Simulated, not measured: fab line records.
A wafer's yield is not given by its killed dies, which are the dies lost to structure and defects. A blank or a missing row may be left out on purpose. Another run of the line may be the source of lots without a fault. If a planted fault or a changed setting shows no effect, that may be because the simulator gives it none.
Which tool is to blame? | flow gf180mcu | 7 lots with 21 wafers sampled at 3 steps, on a route of 602 steps

== WHAT THE GAUGES READ, wafer by wafer ==
GF_CONTACT_RS_MEAS_25: the measuring method here is four-point-probe.
lot  | measured     | on            | CONTACT_W_RS (ohm/sq)
L213 | day 17 05:13 | film_metro-02 | 0.379 0.378 0.377
L217 | day 18 23:52 | film_metro-04 | 0.368 0.362 0.372
L227 | day 22 15:59 | film_metro-01 | 0.368 0.367 0.368
L229 | day 22 23:19 | film_metro-01 | 0.379 0.382 0.378
L231 | day 23 19:59 | film_metro-02 | 0.382 0.380 0.376
L233 | day 24 07:58 | film_metro-01 | 0.363 0.364 0.362

== WHICH TOOL RAN EACH LOT (tool, then ch and the chambers of the sampled wafers, then the start) ==
lot  | GF_HV_LDD_EXPOSE_04                 | GF_CONTACT_SPUTTER_22
L213 | iline_stepper-01 ch 0, day 10 12:31 | pvd_sputter-02, day 17 04:56
L217 | iline_stepper-02 ch 0, day 11 21:09 | pvd_sputter-02, day 18 23:37
L219 | iline_stepper-01, day 12 09:13      | -
L227 | iline_stepper-01 ch 0, day 15 00:44 | pvd_sputter-02, day 22 15:46
L229 | iline_stepper-01 ch 0, day 15 09:12 | pvd_sputter-02, day 22 23:07
L231 | iline_stepper-01 ch 0, day 16 04:22 | pvd_sputter-02, day 23 19:44
L233 | iline_stepper-01 ch 0, day 16 15:39 | pvd_sputter-03, day 24 07:46
- GF_HV_LDD_EXPOSE_04: exposes mask Nplus LV AREA, target cd 400 nm.
- GF_CONTACT_SPUTTER_22: material Ti, target thk 15 nm, time 80.02 s.

== THE ANSWER, worked out from the rows above alone ==
Rule: what is usual is taken from the lots themselves. The widest of any qualifying gaps counts: lots, ordered by their means at a reading, are off when they make up no more than a third of the lots, leave a main group of 4 or more, and stand apart from it by 3 or more times the standard deviation of that group's means. A main group whose means are all the same, to the digits that the tables above print for the reading, isn't used. Also off: a lot with no number at a reading for which 4 or more lots have one. Any other lot the step has rows for is counted as sound.
Across all readings shown, no lot is off: no conclusion can be drawn from this.

== WHAT THE SIMULATOR HAD PUT IN ==
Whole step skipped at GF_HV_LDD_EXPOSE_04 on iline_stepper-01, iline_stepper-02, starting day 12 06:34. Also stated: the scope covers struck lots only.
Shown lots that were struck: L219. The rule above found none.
